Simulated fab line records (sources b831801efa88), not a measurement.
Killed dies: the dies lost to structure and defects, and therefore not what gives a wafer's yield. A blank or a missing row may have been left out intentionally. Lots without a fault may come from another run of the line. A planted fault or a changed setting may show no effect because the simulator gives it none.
fab line records	flow sky130
[record] lots = 6	wafers = 16	lastDay = 50
route steps=708 shown CONTACT@429 METAL1@434 PAD_OPEN@708
lots with no fault: from the same line, run without faults
startH: hours from the record's opening day to when the first of the lot's shown wafers began	waitH: hours since the lot's step before	" same as the row above	L1.1+2: a row that stands for several wafers	- value missing, or start not given	* or withheld: withheld	< > ~ a bound
route shown NAME@n: names a module that has steps shown in the file, with the first one's number in the route	usual: average and standard deviation across the fault-free wafers	same: alike in all rows	chamber/n: place in a boat	sites: the reading at each site	_std_site: the values' standard deviation	_edge_site: mean of outer sites minus mean of inner sites	radiusMm: how far each site lies from the wafer's centre	mask NAME#n: copy n	behind: tool/chamber where the wafer was last shaped	hold: why the lot was held/for how many hours/how that ended	device: names the non-switching transistor (n, p or np)	end of line: the route-end tests of the same wafers	a step with no rows: only its recipe	killed: count of dies lost to structure and defects at first sort (not the wafer's yield)	map: shows each die of a wafer: x if killed, . if not, _ if none is there
set.NAME: the setting as run; set.NAME@STEP: as run at that earlier step	model.NAME: the simulator's own value behind a step, which no gauge read
certain route steps with their lots: each step a table, each wafer a row
services: a tool's chamber out of use, with start hour (startH, from the record's first day; less than 0 if before it), hours out, and reason
[[steps]]
[step SKY_CONTACT_SPUTTER_23]
[recipe] material = TiN	targetThkNm = 20	chamberPressurePa = 5	powerW = 4000	timeS = 80
[usual] cathodeDcPowerW = 4000.0/0.72	chamberPressurePa = 5.000/0.01	throttleValvePct = 30.0/1.2
lot.wafer	tool	chamber	startH	waitH	cathodeDcPowerW	chamberPressurePa	throttleValvePct
L275.2	pvdSputter-04	-	769.49	0.0	3999.6	4.997	30.0
L275.5	"	-	"	"	4000.1	5.009	29.1
L275.6	"	-	"	"	3999.0	5.008	28.0
L277.1	pvdSputter-03	-	782.38	0.0	3999.8	5.005	31.0
L277.5	"	-	"	"	3998.4	5.000	31.0
L277.6	"	-	"	"	3998.4	5.000	30.0
L283.2	pvdSputter-02	-	828.03	0.0	4000.3	4.977	31.0
L283.4	"	-	"	"	4001.1	5.002	31.7
L285.2	pvdSputter-03	-	847.32	0.0	4000.6	5.002	29.7
L285.6	"	-	"	"	3999.1	5.009	29.4
L286.2	pvdSputter-04	-	864.15	0.0	4000.1	4.990	27.9
L286.4	"	-	"	"	3999.6	5.004	30.1
L286.5	"	-	"	"	3999.8	5.007	29.9
L293.1	pvdSputter-02	-	904.06	0.0	4001.0	5.018	32.0
L293.5	"	-	"	"	4000.4	5.007	31.7
L293.6	"	-	"	"	4000.9	5.000	30.7
[step SKY_CONTACT_CVD_24]
[recipe] material = W	targetThkNm = 340	timeS = 102.12	tempC = 400	pressureTorr = 40
[usual] heaterPowerW = 847/21
lot.wafer	tool	chamber	startH	waitH	heaterPowerW
L275.2	cvdW-02	0	769.55	0.0	846
L275.5	"	1	"	"	833
L275.6	"	0	"	"	857
L277.1	cvdW-02	0	782.44	0.0	839
L277.5	"	1	"	"	857
L277.6	"	0	"	"	839
L283.2	cvdW-02	1	828.09	0.0	872
L283.4	"	0	"	"	862
L285.2	cvdW-01	0	847.38	0.0	837
L285.6	"	0	"	"	803
L286.2	cvdW-01	1	864.21	0.0	855
L286.4	"	0	"	"	843
L286.5	"	1	"	"	870
L293.1	cvdW-02	0	904.12	0.0	851
L293.5	"	0	"	"	871
L293.6	"	1	"	"	847
[step SKY_CONTACT_RS_MEAS_25]
[recipe] thkMeasGauge = four-point-probe	reads = W_of_CONTACT_CVD_24+TiN_of_CONTACT_SPUTTER_23
[usual] CONTACT_W_RS = 0.338/0.0043
lot.wafer	tool	chamber	startH	waitH	CONTACT_W_RS[ohm/sq]
L275.2	filmMetro-02	-	769.68	0.1	0.342
L275.5	"	-	"	"	0.335
L275.6	"	-	"	"	0.341
L277.1	filmMetro-04	-	782.55	0.1	0.346
L277.5	"	-	"	"	0.338
L277.6	"	-	"	"	0.343
L283.2	filmMetro-02	-	828.22	0.1	0.334
L283.4	"	-	"	"	0.341
L285.2	filmMetro-02	-	847.51	0.1	0.339
L285.6	"	-	"	"	0.337
L286.2	filmMetro-04	-	864.34	0.1	0.337
L286.4	"	-	"	"	0.333
L286.5	"	-	"	"	0.340
L293.1	filmMetro-04	-	904.23	0.1	0.344
L293.5	"	-	"	"	0.346
L293.6	"	-	"	"	0.341
[step SKY_CONTACT_THK_MEAS_26]
[recipe] thkMeasGauge = xrf	reads = W_of_CONTACT_CVD_24
[usual] CONTACT_W_THK = 326/6.1
lot.wafer	tool	chamber	startH	waitH	CONTACT_W_THK[nm]
L275.2	filmMetro-02	-	769.79	0.1	316
L275.5	"	-	"	"	324
L275.6	"	-	"	"	319
L277.1	filmMetro-04	-	782.67	0.1	315
L277.5	"	-	"	"	322
L277.6	"	-	"	"	316
L283.2	filmMetro-02	-	828.33	0.1	324
L283.4	"	-	"	"	321
L285.2	filmMetro-02	-	847.62	0.1	326
L285.6	"	-	"	"	328
L286.2	filmMetro-04	-	864.45	0.1	322
L286.4	"	-	"	"	329
L286.5	"	-	"	"	322
L293.1	filmMetro-04	-	904.35	0.1	318
L293.5	"	-	"	"	314
L293.6	"	-	"	"	318
[step SKY_CONTACT_CMP_27]
[recipe] stopOn = SiO2	tOverpolishS = 15	downForcePsi = 3.5	platenRpm = 60	targetThkNm = 0	padVelocityMS = 0.94248
[usual] motorCurrentA = 11.3/1.4	overpolishRunS = 15.000/0.0088	timeToEndpointS = 80/3.5
[same] tOverpolishS = 15
lot.wafer	tool	chamber	startH	waitH	motorCurrentA	overpolishRunS	timeToEndpointS
L275.2	cmp-01	3	769.99	0.2	12.8	15.001	81
L275.5	"	0	"	"	13.5	14.999	86
L275.6	"	1	"	"	10.7	14.988	79
L277.1	cmp-01	2	782.73	0.1	10.4	14.994	84
L277.6	"	2	"	"	10.8	14.991	85
L277.5	"	3	"	"	12.2	14.993	82
L283.2	cmp-02	0	828.38	0.0	11.7	14.999	80
L283.4	"	3	"	"	10.0	15.005	75
L285.2	cmp-01	3	847.77	0.1	12.3	15.010	83
L285.6	"	2	"	"	10.8	15.007	84
L286.4	cmp-02	0	864.50	0.0	12.0	14.990	83
L286.2	"	1	"	"	9.6	15.000	77
L286.5	"	1	"	"	10.0	14.992	77
L293.1	cmp-01	2	904.51	0.1	10.7	14.990	77
L293.6	"	0	"	"	13.6	14.998	84
L293.5	"	1	"	"	10.3	14.993	76
[step SKY_METAL1_SPUTTER_00]
[recipe] material = Ti	targetThkNm = 15	powerW = 3000	timeS = 10	chamberPressurePa = 0.4
[usual] cathodeDcPowerW = 2999.9/0.53	chamberPressurePa = 0.4000/0.00083	throttleValvePct = 29.9/1
lot.wafer	tool	chamber	startH	waitH	cathodeDcPowerW	chamberPressurePa	throttleValvePct
L275.2	pvdSputter-01	-	770.14	0.1	3000.4	0.3995	29.2
L275.5	"	-	"	"	2999.4	0.3989	28.6
L275.6	"	-	"	"	2999.0	0.4006	29.0
L277.1	pvdSputter-02	-	783.03	0.2	3000.1	0.4013	31.6
L277.5	"	-	"	"	3000.2	0.4009	31.7
L277.6	"	-	"	"	2999.8	0.3992	30.7
L283.2	pvdSputter-03	-	828.68	0.2	3000.0	0.3996	30.1
L283.4	"	-	"	"	2999.3	0.4006	28.9
L285.2	pvdSputter-01	-	847.97	0.1	3000.0	0.4000	28.4
L285.6	"	-	"	"	3000.1	0.4008	30.0
L286.2	pvdSputter-01	-	864.80	0.2	2999.6	0.4001	29.4
L286.4	"	-	"	"	3000.4	0.4005	30.5
L286.5	"	-	"	"	3000.1	0.3998	29.7
L293.1	pvdSputter-03	-	904.71	0.1	2999.6	0.3994	30.9
L293.5	"	-	"	"	2999.9	0.3999	30.1
L293.6	"	-	"	"	2999.7	0.4000	30.9
[step SKY_METAL1_SPUTTER_01]
[recipe] material = TiN	targetThkNm = 20	powerW = 6500	timeS = 16.7	chamberPressurePa = 0.4
[step SKY_METAL1_SPUTTER_02]
[recipe] material = AlCu	targetThkNm = 250	powerW = 10600	timeS = 13.3	chamberPressurePa = 0.4
[step SKY_METAL1_SPUTTER_03]
[recipe] material = Ti	targetThkNm = 5	powerW = 3000	timeS = 3.3	chamberPressurePa = 0.4
[step SKY_METAL1_SPUTTER_04]
[recipe] material = TiN	targetThkNm = 70	powerW = 6500	timeS = 58.3	chamberPressurePa = 0.4
[usual] cathodeDcPowerW = 6499.9/1.1	chamberPressurePa = 0.3999/0.00078	throttleValvePct = 29.9/1
lot.wafer	tool	chamber	startH	waitH	cathodeDcPowerW	chamberPressurePa	throttleValvePct
L275.2	pvdSputter-01	-	770.23	0.0	6500.3	0.4006	29.0
L275.5	"	-	"	"	6501.0	0.4001	28.6
L275.6	"	-	"	"	6500.4	0.4003	29.0
L277.1	pvdSputter-02	-	783.12	0.0	6500.6	0.3998	31.6
L277.5	"	-	"	"	6498.6	0.4003	31.6
L277.6	"	-	"	"	6499.5	0.3998	30.6
L283.2	pvdSputter-03	-	828.77	0.0	6499.7	0.4005	30.1
L283.4	"	-	"	"	6499.0	0.3990	28.8
L285.2	pvdSputter-01	-	848.06	0.0	6502.6	0.3989	28.5
L285.6	"	-	"	"	6500.1	0.3990	30.3
L286.2	pvdSputter-01	-	864.89	0.0	6502.1	0.3983	29.0
L286.4	"	-	"	"	6500.4	0.4006	30.3
L286.5	"	-	"	"	6499.6	0.4008	29.1
L293.1	pvdSputter-03	-	904.80	0.0	6499.4	0.4007	31.0
L293.5	"	-	"	"	6500.4	0.3991	30.1
L293.6	"	-	"	"	6500.0	0.4008	31.1
[step SKY_METAL1_RS_MEAS_05]
[recipe] thkMeasGauge = four-point-probe	reads = TiN_of_METAL1_SPUTTER_04+Ti_of_METAL1_SPUTTER_03+AlCu_of_METAL1_SPUTTER_02+TiN_of_METAL1_SPUTTER_01+Ti_of_METAL1_SPUTTER_00
[usual] METAL1_ALCU_RS = 0.1265/0.0011
lot.wafer	tool	chamber	startH	waitH	METAL1_ALCU_RS[ohm/sq]
L275.2	filmMetro-04	-	770.30	0.0	0.1249
L275.5	"	-	"	"	0.1260
L275.6	"	-	"	"	0.1260
L277.1	filmMetro-03	-	783.17	0.0	0.1255
L277.5	"	-	"	"	0.1262
L277.6	"	-	"	"	0.1265
L283.2	filmMetro-02	-	828.84	0.0	0.1272
L283.4	"	-	"	"	0.1267
L285.2	filmMetro-04	-	848.13	0.0	0.1274
L285.6	"	-	"	"	0.1270
L286.2	filmMetro-02	-	864.96	0.0	0.1255
L286.4	"	-	"	"	0.1254
L286.5	"	-	"	"	0.1269
L293.1	filmMetro-03	-	904.85	0.0	0.1275
L293.5	"	-	"	"	0.1256
L293.6	"	-	"	"	0.1269
[step SKY_METAL1_THK_MEAS_06]
[recipe] thkMeasGauge = xrf	reads = AlCu_of_METAL1_SPUTTER_02
[usual] METAL1_ALCU_THK = 251.5/2.6
lot.wafer	tool	chamber	startH	waitH	METAL1_ALCU_THK[nm]
L275.2	filmMetro-04	-	770.41	0.1	254.4
L275.5	"	-	"	"	252.5
L275.6	"	-	"	"	251.8
L277.1	filmMetro-03	-	783.29	0.1	252.2
L277.5	"	-	"	"	250.9
L277.6	"	-	"	"	250.6
L283.2	filmMetro-02	-	828.95	0.1	249.4
L283.4	"	-	"	"	250.9
L285.2	filmMetro-04	-	848.24	0.1	248.0
L285.6	"	-	"	"	249.0
L286.2	filmMetro-02	-	865.07	0.1	254.9
L286.4	"	-	"	"	255.4
L286.5	"	-	"	"	249.9
L293.1	filmMetro-03	-	904.97	0.1	248.7
L293.5	"	-	"	"	254.8
L293.6	"	-	"	"	251.3
[step SKY_METAL1_DEHYDRATE_07]
[recipe] tempC = 200	timeS = 60
[usual] heaterPowerTotalW = 160.40/0.13	runLengthS = 89.00/0.16
lot.wafer	tool	chamber	startH	waitH	heaterPowerTotalW	runLengthS
L275.2	lithoTrack-02	0	783.16	12.7	160.45	89.06
L275.5	"	0	"	"	160.21	89.29
L275.6	"	0	"	"	160.31	89.30
L277.1	lithoTrack-02	0	794.94	11.6	160.60	89.08
L277.5	"	0	"	"	160.26	89.06
L277.6	"	0	"	"	160.24	89.16
L283.2	lithoTrack-02	0	841.61	12.7	160.20	89.42
L283.4	"	0	"	"	174.29	75.62
L285.2	lithoTrack-02	0	859.66	11.4	160.30	89.05
L285.6	"	0	"	"	173.95	75.53
L286.2	lithoTrack-01	0	877.33	12.2	160.55	88.94
L286.4	"	0	"	"	160.54	88.91
L286.5	"	0	"	"	160.58	88.99
L293.1	lithoTrack-03	0	916.41	11.4	160.39	88.81
L293.5	"	0	"	"	160.45	89.21
L293.6	"	0	"	"	160.36	88.88
[step SKY_METAL1_HMDS_08]
[recipe] primeTimeS = 60	primeTempC = 120
[step SKY_PAD_OPEN_PROBE_99]
[usual] defectLimitedYield = 81.9/1.9	killed_at_M0_to_M3 = 45/7.3	killed_at_M4_up = 3.2/1.8	killedAtContacts = 25/5.5	killedAtFrontEnd = 15/4.2	killedAtOther = 0.3/0.69	killedDies = 89/9.4	killedOpen = 49/6.6	killedShort = 40/6.4	sort_bin_3_pad_short = 0.9/0.43	sort_bin_5_function = 10.7/1.5	sort_bin_6_memory = 6.5/1.2	sortNPass = 403/9.4	sortYieldPct = 81.9/1.9
[same] grossDies = 492	killedAtBackSide = 0	sort_bin_4_leakage[%] = 0	sort_bin_8_speed[%] = 0
lot.wafer	tool	chamber	startH	waitH	defectLimitedYield[%]	killed_at_M0_to_M3	killed_at_M4_up	killedAtContacts	killedAtFrontEnd	killedAtOther	killedDies	killedOpen	killedShort	sort_bin_3_pad_short[%]	sort_bin_5_function[%]	sort_bin_6_memory[%]	sortNPass	sortYieldPct[%]
L275.2	prober-02	-	1100.71	0.1	83.5	35	2	25	18	1	81	44	37	1.0	9.6	5.9	411	83.5
L275.5	prober-02	-	1100.86	0.2	80.1	54	3	26	15	0	98	53	43	0.8	11.4	7.7	394	80.1
L275.6	prober-02	-	1100.91	0.2	82.7	45	3	19	17	1	85	51	33	0.8	8.1	8.3	407	82.7
L277.1	prober-01	-	1108.28	0.1	81.5	43	4	32	12	0	91	49	42	0.8	12.2	5.5	401	81.5
L277.5	prober-01	-	1108.48	0.2	83.9	43	1	18	17	0	79	47	32	0.8	10.0	5.3	413	83.9
L277.6	prober-01	-	1108.53	0.2	83.3	39	4	26	13	0	82	43	39	0.6	10.2	5.9	410	83.3
L283.2	prober-02	-	1145.56	0.1	81.1	46	0	30	17	0	93	58	33	0.8	11.2	6.9	399	81.1
L283.4	prober-02	-	1145.66	0.2	82.9	45	1	22	14	2	84	42	40	1.4	9.8	5.9	408	82.9
L285.2	prober-02	-	1159.58	0.1	79.5	60	3	20	16	2	101	38	63	2.2	10.6	7.7	391	79.5
L285.6	prober-02	-	1159.78	0.2	82.3	49	5	21	12	0	87	42	45	0.8	10.2	6.7	405	82.3
L286.2	prober-01	-	1167.81	0.1	80.9	55	3	27	9	0	94	55	39	0.8	11.4	6.9	398	80.9
L286.4	prober-01	-	1167.91	0.2	84.8	37	1	22	15	0	75	48	27	0.2	9.6	5.5	417	84.8
L286.5	prober-01	-	1167.96	0.2	81.9	46	3	23	17	0	89	51	37	1.6	11.4	5.1	403	81.9
L293.1	prober-02	-	1196.82	0.1	79.5	41	5	26	29	0	101	58	43	0.8	11.4	8.3	391	79.5
L293.5	prober-02	-	1197.02	0.2	83.1	39	4	23	15	2	83	49	34	0.4	11.2	5.3	409	83.1
L293.6	prober-02	-	1197.07	0.2	82.1	52	1	22	13	0	88	50	38	1.2	9.8	6.9	404	82.1
// killed by level:class
L275.2 CONTACT:geometricParticle:open=11 VIA1:geometricParticle:open=7 METAL2:geometricParticle:short=7 POLY_GATE:geometricParticle:short=6 CONTACT:geometricParticle:short=6 VIA1:geometricParticle:short=6 VIA2:geometricParticle:open=5 FIELD_ISO:geometricParticle:open=4
L275.5 VIA1:geometricParticle:open=17 CONTACT:geometricParticle:open=9 CONTACT:geometricParticle:short=7 METAL1:geometricParticle:short=6 VIA2:geometricParticle:short=6 VIA2:geometricParticle:open=6 LI_CONTACT:geometricParticle:open=4 METAL2:geometricParticle:open=4
L275.6 VIA2:geometricParticle:open=9 VIA1:geometricParticle:open=8 CONTACT:geometricParticle:open=8 METAL1:geometricParticle:short=6 VIA3:geometricParticle:open=5 FIELD_ISO:geometricParticle:short=4 POLY_CUT:geometricParticle:open=4 LI_CONTACT:geometricParticle:open=4
L277.1 VIA1:geometricParticle:open=13 CONTACT:geometricParticle:open=11 LI_CONTACT:geometricParticle:open=7 METAL2:geometricParticle:short=6 LOCAL_INTERCONNECT:geometricParticle:short=5 VIA3:geometricParticle:open=5 LI_CONTACT:geometricParticle:short=4 CONTACT:geometricParticle:short=4
L277.5 VIA1:geometricParticle:open=9 METAL2:geometricParticle:short=8 VIA3:geometricParticle:open=7 LI_CONTACT:geometricParticle:open=6 CONTACT:geometricParticle:open=6 POLY_GATE:geometricParticle:open=4 POLY_GATE:geometricParticle:short=4 VIA2:geometricParticle:open=4
L277.6 VIA1:geometricParticle:open=9 LI_CONTACT:geometricParticle:open=8 CONTACT:geometricParticle:open=8 METAL1:geometricParticle:short=8 VIA2:geometricParticle:open=6 CONTACT:geometricParticle:short=6 POLY_GATE:geometricParticle:short=4 METAL2:geometricParticle:short=4
L283.2 VIA1:geometricParticle:open=13 CONTACT:geometricParticle:open=12 LI_CONTACT:geometricParticle:open=9 VIA2:geometricParticle:open=8 LOCAL_INTERCONNECT:geometricParticle:short=5 VIA1:geometricParticle:short=5 VIA3:geometricParticle:open=5 FIELD_ISO:geometricParticle:open=4
L283.4 CONTACT:geometricParticle:open=8 VIA1:geometricParticle:open=8 VIA3:geometricParticle:open=8 METAL1:geometricParticle:short=6 CONTACT:geometricParticle:short=5 VIA1:geometricParticle:short=5 FIELD_ISO:geometricParticle:short=4 LI_CONTACT:geometricParticle:open=4
L285.2 VIA1:geometricParticle:open=15 POLY_GATE:geometricParticle:short=10 METAL2:geometricParticle:short=8 METAL1:geometricParticle:short=8 CONTACT:geometricParticle:short=7 CONTACT:geometricParticle:open=6 VIA3:geometricParticle:open=6 VIA1:geometricParticle:short=5
L285.6 VIA2:geometricParticle:open=11 VIA1:geometricParticle:open=8 CONTACT:geometricParticle:open=7 LOCAL_INTERCONNECT:geometricParticle:short=6 VIA1:geometricParticle:short=6 VIA3:geometricParticle:open=6 FIELD_ISO:geometricParticle:short=5 CONTACT:geometricParticle:short=5
L286.2 LI_CONTACT:geometricParticle:open=12 VIA1:geometricParticle:open=10 VIA2:geometricParticle:open=9 CONTACT:geometricParticle:open=9 METAL1:geometricParticle:short=8 METAL2:geometricParticle:short=7 VIA3:geometricParticle:open=6 POLY_GATE:geometricParticle:short=4
L286.4 VIA2:geometricParticle:open=13 CONTACT:geometricParticle:open=10 VIA1:geometricParticle:open=7 METAL2:geometricParticle:short=4 POLY_GATE:geometricParticle:open=4 LI_CONTACT:geometricParticle:open=4 FIELD_ISO:geometricParticle:open=3 POLY_GATE:geometricParticle:short=3
L286.5 CONTACT:geometricParticle:open=12 VIA2:geometricParticle:open=9 VIA1:geometricParticle:open=7 VIA3:geometricParticle:open=7 LI_CONTACT:geometricParticle:open=5 POLY_GATE:geometricParticle:open=5 VIA3:geometricParticle:short=4 POLY_GATE:geometricParticle:short=4
L293.1 CONTACT:geometricParticle:open=12 VIA2:geometricParticle:open=9 VIA1:geometricParticle:open=8 VIA3:geometricParticle:open=8 FIELD_ISO:geometricParticle:short=7 FIELD_ISO:geometricParticle:open=6 METAL2:geometricParticle:short=6 POLY_GATE:geometricParticle:open=5
L293.5 CONTACT:geometricParticle:open=8 VIA3:geometricParticle:open=8 VIA1:geometricParticle:open=7 VIA2:geometricParticle:open=7 LI_CONTACT:geometricParticle:open=6 METAL2:geometricParticle:short=6 POLY_GATE:geometricParticle:short=4 LOCAL_INTERCONNECT:geometricParticle:short=4
L293.6 VIA1:geometricParticle:open=13 CONTACT:geometricParticle:open=12 VIA2:geometricParticle:open=7 VIA3:geometricParticle:open=6 VIA3:geometricParticle:short=5 VIA1:geometricParticle:short=5 METAL1:geometricParticle:short=5 FIELD_ISO:geometricParticle:short=4
[[services]]
tool	chamber	startH	hours	kind
cmp-02	-	748.00	-	consumableReplace:conditioner
cmp-02	-	748.00	-	consumableReplace:pad
cvdW-01	-	768.27	1.0	repair
pvdSputter-03	-	768.61	11.9	repair
cmp-01	-	787.28	0.5	repair
cmp-01	-	808.74	3.4	repair
pvdSputter-02	-	810.82	3.4	repair
cmp-01	-	838.26	3.9	pm
pvdSputter-01	-	855.56	1.3	repair
lithoTrack-03	-	875.04	-	consumableReplace:filter
cvdW-01	-	877.68	2.2	repair
pvdSputter-03	-	898.70	2.3	repair
cvdW-01	-	904.00	14.0	pm
cvdW-01	0	904.00	14.0	ventCycle
cvdW-01	1	904.00	14.0	ventCycle
pvdSputter-04	-	909.05	1.5	repair
cmp-01	-	913.04	4.0	pm
[[key]]
[firstSign] step = SKY_METAL1_DEHYDRATE_07	reading = heaterPowerTotalW	direction = up	sigmas = 99+	usual = *	struck = *
[effect] step = SKY_METAL1_DEHYDRATE_07	reading = runLengthS	direction = down	sigmas = 84	usual = *	struck = *
metAt SKY_METAL1_DEHYDRATE_07
struckWafers L283.4,L285.6
onsetBetween 794.94 841.61
[fault] kind = processParameterDrift	tool = lithoTrack-02	chamber = -	onsetH = 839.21	steps = SKY_METAL1_DEHYDRATE_07	channel = timeS	offset = *	shape = step	endH = 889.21	scope = struckWafersOnly	actsIn = *	stated = *
